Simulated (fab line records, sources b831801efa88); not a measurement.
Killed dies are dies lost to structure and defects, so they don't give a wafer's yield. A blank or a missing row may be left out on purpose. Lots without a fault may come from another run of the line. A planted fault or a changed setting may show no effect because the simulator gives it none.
fab line records | flow sky130
record lots=11 wafers=33 last_day=50
route steps=708 shown METAL3@564 VIA3@589 CAP2M@605 PAD_OPEN@708
lots that met no fault: from a run of the same line without faults
start_h: hours from the record's first day to the start of the lot's first wafer shown | wait_h: hours since the lot's step before | " the same as in the row above | L1.1+2: a row that stands for several wafers | - no value, or no start given | * or withheld: withheld | < > ~ a bound
route shown NAME@n: a module of which the file shows steps, and the number in the route of the first | usual: mean/standard deviation of fault-free wafers | same: alike in all rows | chamber/n: place in a boat | sites: the reading at each site | _std_site: their standard deviation | _edge_site: outer sites' mean less inner sites' | radius_mm: how far each site lies from the wafer's centre | mask NAME#n: copy n | behind: the tool/chamber that last shaped the wafer | hold: why the lot was held/for how many hours/how that ended | device: the transistor (n, p or np) that didn't switch | end of line: the same wafers' tests at the end of the route | a step without rows: its recipe alone | killed: dies lost to structure and defects at the first sort, not the wafer's yield | map: a wafer's dies, x killed, . not, _ none there
set.NAME: the setting as run; set.NAME@STEP: as run at that earlier step | model.NAME: the simulator's own value behind a step, which no gauge read
steps of the route over a sample of lots; a table a step, a row a wafer
services: from which hour (start_h, from the record's first day; less than 0 if before it) a tool's chamber was out of use, for how many hours, and why
## steps
# step SKY_METAL3_OVL_MEAS_14
# usual METAL3_OVL=3/5.6
# columns lot.wafer tool chamber start_h wait_h METAL3_OVL[nm]
L661.2 overlay-01 - 918.86 0.1 1
L661.3 " - " " 5
L661.4 " - " " 2
L665.1 overlay-02 - 939.60 0.1 10
L665.2 " - " " 8
L665.3 " - " " 3
L666.2 overlay-02 - 941.85 0.1 6
L666.3 " - " " 7
L666.6 " - " " 6
L667.1 overlay-02 - 953.39 0.1 12
L667.3 " - " " 11
L667.6 " - " " 5
L668.4 overlay-01 - 955.26 0.1 1
L668.5 " - " " -3
L668.6 " - " " 5
L673.1 overlay-02 - 989.55 0.1 8
L673.2 " - " " 17
L673.5 " - " " 5
L677.1 overlay-02 - 1022.49 0.1 -4
L677.5 " - " " 5
L677.6 " - " " 3
L678.1 overlay-02 - 1026.90 0.1 8
L678.4 " - " " 1
L678.5 " - " " -1
L680.1 overlay-01 - 1031.54 0.1 5
L680.4 " - " " 9
L680.6 " - " " 2
L682.1 overlay-01 - 1051.04 0.1 4
L682.3 " - " " 4
L682.6 " - " " -2
L683.1 overlay-01 - 1059.49 0.1 -2
L683.2 " - " " -1
L683.3 " - " " 3
# step SKY_VIA3_STRIP_16
# recipe chemistry=O2/N2 power_w=1400 pressure_mtorr=1500 platen_temp_c=withheld o2_flow_sccm=3000 n2_flow_sccm=300 overash_fraction=0.5
# usual drypump_motor_current_A=5.65/0.17 oes_product_au=0.402/0.0042 strip_time_to_endpoint_s=4.130/0.02
# columns lot.wafer tool chamber start_h wait_h drypump_motor_current_A oes_product_au rf_hours_counter_h strip_time_to_endpoint_s
L661.2 plasma_asher-01 0 945.33 0.0 5.49 0.397 51 4.127
L661.3 " 1 " " 5.74 0.401 - 4.105
L661.4 " 0 " " 5.49 0.403 - 4.096
L665.1 plasma_asher-03 1 966.03 0.0 5.40 0.405 21 4.114
L665.2 " 0 " " 5.87 0.402 21 4.130
L665.3 " 0 " " 5.89 0.396 - 4.094
L666.2 plasma_asher-01 1 967.73 0.0 5.77 0.407 54 4.147
L666.3 " 0 " " 5.51 0.404 - 4.146
L666.6 " 1 " " 5.75 0.406 - 4.138
L667.1 plasma_asher-02 1 979.18 0.0 5.86 0.402 83 4.139
L667.3 " 0 " " 5.60 0.404 - 4.144
L667.6 " 1 " " 5.87 0.395 - 4.148
L668.4 plasma_asher-01 0 981.01 0.0 5.50 0.397 - 4.158
L668.5 " 1 " " 5.76 0.402 - 4.157
L668.6 " 0 " " 5.50 0.404 - 4.114
L673.1 plasma_asher-03 1 1014.53 0.0 5.44 0.400 26 4.134
L673.2 " 0 " " 5.87 0.390 26 4.114
L673.5 " 1 " " 5.43 0.395 - 4.147
L677.1 plasma_asher-02 0 1046.73 0.0 5.63 0.405 89 4.114
L677.5 " 1 " " 5.88 0.398 - 4.146
L677.6 " 0 " " 5.62 0.401 - 4.130
L678.1 plasma_asher-03 1 1051.03 0.0 5.41 0.399 29 4.099
L678.4 " 0 " " 5.85 0.399 - 4.111
L678.5 " 1 " " 5.41 0.402 - 4.112
L680.1 plasma_asher-03 0 1054.98 0.0 5.82 0.396 30 4.118
L680.4 " 1 " " 5.37 0.403 - 4.135
L680.6 " 0 " " 5.91 0.409 - 4.121
L682.1 plasma_asher-01 1 1075.48 0.0 5.76 0.402 65 4.121
L682.3 " 1 " " 5.72 0.408 - 4.091
L682.6 " 0 " " 5.48 0.403 - 4.136
L683.1 plasma_asher-03 1 1082.53 0.0 5.38 0.403 33 4.131
L683.2 " 0 " " 5.86 0.406 33 4.124
L683.3 " 0 " " 5.83 0.404 - 4.125
# step SKY_VIA3_CVD_21
# recipe material=W target_thk_nm=390 time_s=117.31 temp_c=400 pressure_torr=40
# usual heater_power_w=818/76 susceptor_temp_C=400.02/0.21
# columns lot.wafer tool chamber start_h wait_h heater_power_w susceptor_temp_C
L661.2 cvd_w-02 0 945.99 0.0 699 400.19
L661.3 " 0 " " 720 400.40
L661.4 " 1 " " 759 400.00
L665.1 cvd_w-02 1 966.68 0.0 769 400.25
L665.2 " 0 " " 716 399.73
L665.3 " 1 " " 768 399.87
L666.2 cvd_w-01 1 968.39 0.0 917 399.71
L666.3 " 0 " " 855 400.16
L666.6 " 0 " " 845 399.83
L667.1 cvd_w-02 1 979.88 0.0 783 399.87
L667.3 " 0 " " 728 400.08
L667.6 " 0 " " 727 399.62
L668.4 cvd_w-01 0 981.72 0.1 868 400.28
L668.5 " 1 " " 906 400.00
L668.6 " 0 " " 859 400.06
L673.1 cvd_w-01 0 1015.19 0.0 860 400.22
L673.2 " 1 " " 896 399.96
L673.5 " 1 " " 912 399.93
L677.1 cvd_w-02 1 1047.38 0.0 797 399.96
L677.5 " 0 " " 726 399.72
L677.6 " 1 " " 792 399.96
L678.1 cvd_w-01 0 1051.68 0.0 852 400.11
L678.4 " 1 " " 903 400.45
L678.5 " 0 " " 869 400.00
L680.1 cvd_w-02 0 1055.64 0.0 702 399.92
L680.4 " 1 " " 745 399.91
L680.6 " 1 " " 757 400.19
L682.1 cvd_w-01 1 1076.18 0.0 914 399.80
L682.3 " 0 " " 861 400.54
L682.6 " 0 " " 880 400.51
L683.1 cvd_w-02 0 1083.18 0.0 728 399.80
L683.2 " 1 " " 785 399.95
L683.3 " 1 " " 777 400.04
# step SKY_VIA3_RS_MEAS_22
# recipe thk_meas_gauge=four-point-probe reads=W_of_VIA3_CVD_21+TiN_of_VIA3_SPUTTER_20
# usual VIA3_W_RS=0.297/0.0033
# columns lot.wafer tool chamber start_h wait_h hold VIA3_W_RS[ohm/sq]
L661.2 film_metro-03 - 946.13 0.1 - 0.299
L661.3 " - " " - 0.301
L661.4 " - " " - 0.300
L665.1 film_metro-02 - 966.80 0.1 - 0.297
L665.2 " - " " - 0.296
L665.3 " - " " - 0.291
L666.2 film_metro-02 - 968.53 0.1 - 0.293
L666.3 " - " " - 0.303
L666.6 " - " " - 0.300
L667.1 film_metro-03 - 980.00 0.1 - 0.297
L667.3 " - " " - 0.293
L667.6 " - " " - 0.293
L668.4 film_metro-03 - 981.86 0.1 - 0.298
L668.5 " - " " - 0.291
L668.6 " - " " - 0.298
L673.1 film_metro-02 - 1015.31 0.1 - 0.301
L673.2 " - " " - 0.294
L673.5 " - " " - 0.297
L677.1 film_metro-03 - 1047.50 0.1 await_dispo/0.2h/release 0.409
L677.5 " - " " await_dispo/0.2h/release 0.424
L677.6 " - " " await_dispo/0.2h/release 0.412
L677.1 film_metro-03 - 1047.79 0.3 - 0.408
L677.5 " - " " - 0.424
L677.6 " - " " - 0.412
L678.1 film_metro-03 - 1051.80 0.1 - 0.301
L678.4 " - " " - 0.296
L678.5 " - " " - 0.296
L680.1 film_metro-03 - 1055.76 0.1 await_dispo/0.2h/release 0.423
L680.4 " - " " await_dispo/0.2h/release 0.416
L680.6 " - " " await_dispo/0.2h/release 0.417
L680.1 film_metro-03 - 1056.04 0.3 - 0.423
L680.4 " - " " - 0.416
L680.6 " - " " - 0.417
L682.1 film_metro-03 - 1076.30 0.1 - 0.293
L682.3 " - " " - 0.296
L682.6 " - " " - 0.298
L683.1 film_metro-02 - 1083.31 0.1 await_dispo/0.2h/release 0.429
L683.2 " - " " await_dispo/0.2h/release 0.409
L683.3 " - " " await_dispo/0.2h/release 0.414
L683.1 film_metro-02 - 1083.60 0.3 - 0.431
L683.2 " - " " - 0.409
L683.3 " - " " - 0.416
# step SKY_VIA3_THK_MEAS_23
# recipe thk_meas_gauge=xrf reads=W_of_VIA3_CVD_21
# usual VIA3_W_THK=385/5.3
# columns lot.wafer tool chamber start_h wait_h hold VIA3_W_THK[nm]
L661.2 film_metro-03 - 946.24 0.1 - 381
L661.3 " - " " - 377
L661.4 " - " " - 379
L665.1 film_metro-02 - 966.92 0.1 - 388
L665.2 " - " " - 391
L665.3 " - " " - 393
L666.2 film_metro-02 - 968.64 0.1 - 396
L666.3 " - " " - 380
L666.6 " - " " - 388
L667.1 film_metro-03 - 980.12 0.1 - 388
L667.3 " - " " - 396
L667.6 " - " " - 393
L668.4 film_metro-03 - 981.95 0.1 - 388
L668.5 " - " " - 396
L668.6 " - " " - 387
L673.1 film_metro-02 - 1015.43 0.1 - 379
L673.2 " - " " - 385
L673.5 " - " " - 385
L677.1 film_metro-03 - 1049.24 1.4 await_dispo/0.2h/release 308
L677.5 " - " " await_dispo/0.2h/release 303
L677.6 " - " " await_dispo/0.2h/release 304
L677.1 film_metro-03 - 1049.46 0.2 - 307
L677.5 " - " " - 300
L677.6 " - " " - 305
L678.1 film_metro-03 - 1051.92 0.1 - 380
L678.4 " - " " - 389
L678.5 " - " " - 386
L680.1 film_metro-03 - 1059.39 3.3 await_dispo/0.2h/release 300
L680.4 " - " " await_dispo/0.2h/release 304
L680.6 " - " " await_dispo/0.2h/release 300
L680.1 film_metro-03 - 1059.67 0.3 - 301
L680.4 " - " " - 304
L680.6 " - " " - 304
L682.1 film_metro-03 - 1076.42 0.1 - 393
L682.3 " - " " - 389
L682.6 " - " " - 384
L683.1 film_metro-02 - 1088.31 4.7 await_dispo/0.2h/release 299
L683.2 " - " " await_dispo/0.2h/release 305
L683.3 " - " " await_dispo/0.2h/release 303
L683.1 film_metro-02 - 1088.53 0.2 - 301
L683.2 " - " " - 308
L683.3 " - " " - 302
# step SKY_CAP2M_SPUTTER_02
# recipe material=TiN target_thk_nm=200 temp_c=300 power_w=6500 time_s=166.7 chamber_pressure_pa=0.4
# usual susceptor_temp_C=300.04/0.2 throttle_valve_pct=30.3/0.57
# columns lot.wafer tool chamber start_h wait_h susceptor_temp_C throttle_valve_pct
L661.2 pvd_sputter-01 - 946.83 0.0 300.40 31.0
L661.3 " - " " 299.97 29.9
L661.4 " - " " 300.14 31.0
L665.1 pvd_sputter-03 - 967.52 0.1 300.46 30.8
L665.2 " - " " 300.01 29.4
L665.3 " - " " 299.98 30.0
L666.2 pvd_sputter-04 - 969.23 0.0 299.89 29.0
L666.3 " - " " 300.32 31.9
L666.6 " - " " 300.02 29.2
L667.1 pvd_sputter-01 - 980.71 0.1 300.14 30.9
L667.3 " - " " 299.74 30.9
L667.6 " - " " 299.79 30.0
L668.4 pvd_sputter-04 - 982.51 0.0 299.77 31.6
L668.5 " - " " 300.26 30.0
L668.6 " - " " 299.97 29.3
L673.1 pvd_sputter-03 - 1016.04 0.1 299.68 29.7
L673.2 " - " " 299.76 31.0
L673.5 " - " " 299.81 29.9
L678.1 pvd_sputter-01 - 1052.52 0.1 300.33 29.6
L678.4 " - " " 299.51 30.7
L678.5 " - " " 300.09 30.7
L677.1 pvd_sputter-03 - 1054.15 0.1 299.91 31.0
L677.5 " - " " 300.36 29.7
L677.6 " - " " 299.79 30.2
L682.1 pvd_sputter-01 - 1077.02 0.1 300.07 30.8
L682.3 " - " " 299.90 30.0
L682.6 " - " " 299.74 30.9
L683.1 pvd_sputter-03 - 1092.40 0.1 300.13 30.1
L683.2 " - " " 300.17 30.9
L683.3 " - " " 300.06 29.7
# step SKY_PAD_OPEN_PROBE_99
# usual defect_limited_yield=82.5/2 killed_at_M0_to_M3=44/7 killed_at_M4_up=3.4/1.7 killed_at_contacts=24/4.9 killed_at_front_end=15/4.5 killed_at_other=0.4/0.61 killed_dies=86/9.7 killed_open=47/7.1 killed_short=39/6.1 sort_bin_3_pad_short=0.9/0.42 sort_bin_5_function=10.4/1.4 sort_bin_6_memory=6.2/1.2 sort_n_pass=406/9.7 sort_yield_pct=82.5/2
# same gross_dies=492 killed_at_back_side=0 sort_bin_4_leakage[%]=0 sort_bin_8_speed[%]=0
# columns lot.wafer tool chamber start_h wait_h defect_limited_yield[%] killed_at_M0_to_M3 killed_at_M4_up killed_at_contacts killed_at_front_end killed_at_other killed_dies killed_open killed_short sort_bin_3_pad_short[%] sort_bin_5_function[%] sort_bin_6_memory[%] sort_n_pass sort_yield_pct[%]
L665.1 prober-01 - 1107.14 0.1 82.9 39 4 27 14 0 84 48 35 0.4 10.6 6.1 408 82.9
L665.2 prober-01 - 1107.19 0.1 80.1 47 4 25 21 1 98 52 44 0.8 12.0 7.1 394 80.1
L665.3 prober-01 - 1107.24 0.2 79.9 53 5 20 21 0 99 57 41 2.0 10.4 7.7 393 79.9
L666.2 prober-01 - 1110.89 0.1 80.3 45 0 35 16 1 97 55 40 1.0 12.6 6.1 395 80.3
L666.3 prober-01 - 1110.94 0.2 78.3 60 3 30 14 0 107 68 38 1.0 13.2 7.5 385 78.3
L666.6 prober-01 - 1111.09 0.2 80.5 42 4 25 25 0 96 52 43 1.6 12.0 5.9 396 80.5
L673.1 prober-02 - 1147.21 0.1 81.3 45 3 24 20 0 92 49 43 1.0 10.8 6.9 400 81.3
L673.2 prober-02 - 1147.26 0.1 85.0 36 4 18 16 0 74 42 32 0.2 9.8 5.1 418 85.0
L673.5 prober-02 - 1147.41 0.2 81.5 44 4 29 14 0 91 50 41 1.8 11.2 5.5 401 81.5
L683.1 prober-02 - 1202.84 0.1 81.7 41 4 32 13 0 90 55 35 1.2 10.0 7.1 402 81.7
L683.2 prober-02 - 1202.89 0.1 84.3 36 3 21 17 0 77 38 39 0.8 10.0 4.9 415 84.3
L683.3 prober-02 - 1202.94 0.2 86.2 28 3 24 13 0 68 38 30 0.4 7.7 5.7 424 86.2
# killed by level:class
L665.1 CONTACT:geometric_particle:open=9 LI_CONTACT:geometric_particle:open=8 VIA1:geometric_particle:open=8 METAL2:geometric_particle:short=7 FIELD_ISO:geometric_particle:open=6 VIA3:geometric_particle:open=5 CONTACT:geometric_particle:short=5 METAL1:geometric_particle:short=5
L665.2 VIA1:geometric_particle:open=13 CONTACT:geometric_particle:open=12 FIELD_ISO:geometric_particle:short=8 VIA3:geometric_particle:open=7 CONTACT:geometric_particle:short=5 METAL1:geometric_particle:short=5 VIA1:geometric_particle:short=5 LI_CONTACT:geometric_particle:open=4
L665.3 VIA1:geometric_particle:open=10 POLY_GATE:geometric_particle:open=9 VIA2:geometric_particle:open=8 VIA3:geometric_particle:open=7 CONTACT:geometric_particle:short=6 FIELD_ISO:geometric_particle:short=4 FIELD_ISO:geometric_particle:open=4 LI_CONTACT:geometric_particle:open=4
L666.2 VIA3:geometric_particle:open=13 CONTACT:geometric_particle:open=12 VIA2:geometric_particle:open=5 CONTACT:geometric_particle:short=5 LI_CONTACT:geometric_particle:open=5 LOCAL_INTERCONNECT:geometric_particle:short=5 VIA1:geometric_particle:open=5 FIELD_ISO:geometric_particle:open=4
L666.3 VIA1:geometric_particle:open=16 CONTACT:geometric_particle:open=12 LI_CONTACT:geometric_particle:open=9 VIA3:geometric_particle:open=9 METAL1:geometric_particle:short=7 VIA2:geometric_particle:open=7 FIELD_ISO:geometric_particle:open=6 LOCAL_INTERCONNECT:geometric_particle:short=5
L666.6 VIA1:geometric_particle:open=16 CONTACT:geometric_particle:open=8 FIELD_ISO:geometric_particle:short=7 POLY_GATE:geometric_particle:open=6 VIA3:geometric_particle:open=6 CONTACT:geometric_particle:short=6 LI_CONTACT:geometric_particle:open=5 POLY_GATE:geometric_particle:short=5
L673.1 VIA1:geometric_particle:open=10 FIELD_ISO:geometric_particle:short=9 VIA2:geometric_particle:open=9 VIA3:geometric_particle:open=8 CONTACT:geometric_particle:short=7 FIELD_ISO:geometric_particle:open=6 LI_CONTACT:geometric_particle:open=5 LOCAL_INTERCONNECT:geometric_particle:short=5
L673.2 VIA1:geometric_particle:open=12 VIA3:geometric_particle:open=6 VIA2:geometric_particle:open=6 CONTACT:geometric_particle:short=5 POLY_GATE:geometric_particle:open=4 POLY_GATE:geometric_particle:short=4 METAL2:geometric_particle:short=4 FIELD_ISO:geometric_particle:open=3
L673.5 CONTACT:geometric_particle:open=11 VIA1:geometric_particle:open=10 VIA3:geometric_particle:open=7 LOCAL_INTERCONNECT:geometric_particle:short=6 FIELD_ISO:geometric_particle:open=5 VIA2:geometric_particle:open=5 CONTACT:geometric_particle:short=5 METAL2:geometric_particle:short=5
L683.1 LI_CONTACT:geometric_particle:open=13 VIA1:geometric_particle:open=9 VIA3:geometric_particle:open=9 CONTACT:geometric_particle:open=7 VIA2:geometric_particle:open=7 FIELD_ISO:geometric_particle:open=5 LOCAL_INTERCONNECT:geometric_particle:short=5 POLY_GATE:geometric_particle:short=4
L683.2 METAL1:geometric_particle:short=8 CONTACT:geometric_particle:open=7 VIA1:geometric_particle:short=7 VIA1:geometric_particle:open=6 FIELD_ISO:geometric_particle:short=5 LI_CONTACT:geometric_particle:open=5 VIA3:geometric_particle:open=5 POLY_GATE:geometric_particle:open=4
L683.3 LI_CONTACT:geometric_particle:open=8 CONTACT:geometric_particle:open=8 FIELD_ISO:geometric_particle:short=6 VIA1:geometric_particle:open=5 METAL1:geometric_particle:short=5 METAL2:geometric_particle:short=4 VIA2:geometric_particle:open=4 POLY_GATE:geometric_particle:open=3
## services
# columns tool chamber start_h hours kind
cvd_w-02 1 933.41 2.8 repair
pvd_sputter-01 0 943.35 - consumable_replace:kit
pvd_sputter-01 0 943.35 18.0 scheduled_down
pvd_sputter-01 0 943.35 18.0 vent_cycle
plasma_asher-03 - 949.05 14.6 pm
pvd_sputter-01 - 953.55 0.6 repair
pvd_sputter-03 3 990.95 - consumable_replace:kit
pvd_sputter-03 3 990.95 18.0 scheduled_down
pvd_sputter-03 3 990.95 18.0 vent_cycle
plasma_asher-02 - 1001.02 6.4 repair
pvd_sputter-04 - 1002.12 4.5 repair
cvd_w-01 0 1005.84 2.9 repair
cvd_w-02 1 1021.33 5.4 repair
pvd_sputter-04 2 1025.96 - consumable_replace:kit
pvd_sputter-04 2 1025.96 18.0 scheduled_down
pvd_sputter-04 2 1025.96 18.0 vent_cycle
pvd_sputter-01 - 1046.20 4.0 repair
plasma_asher-02 - 1081.60 10.9 repair
pvd_sputter-03 2 1090.88 - consumable_replace:kit
## key
first_sign step=SKY_VIA3_RS_MEAS_22 reading=visit direction=added
effect step=SKY_VIA3_RS_MEAS_22 reading=VIA3_W_RS direction=up sigmas=37 usual=0.297 struck=0.417
effect step=SKY_VIA3_THK_MEAS_23 reading=visit direction=added
effect step=SKY_VIA3_THK_MEAS_23 reading=VIA3_W_THK direction=down sigmas=16 usual=385 struck=303
met_at SKY_VIA3_CVD_21
struck_lots L677,L680,L683
rows_end L680.1,L680.4,L680.6
not_acting_at SKY_METAL3_OVL_MEAS_14,SKY_VIA3_STRIP_16,SKY_CAP2M_SPUTTER_02
onset_between 979.88 1047.38
fault kind=site_profile_drift tool=cvd_w-02 chamber=- onset_h=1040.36 steps=SKY_VIA3_CVD_21 basis=fraction max_abs_drift=0.4544 slope_share_per_hr=100.98 site_pattern=0,0,0,0,0,-1,-1,-1,-1
# rows_end: these wafers met a further fault down the route, and their rows from its step on are left out
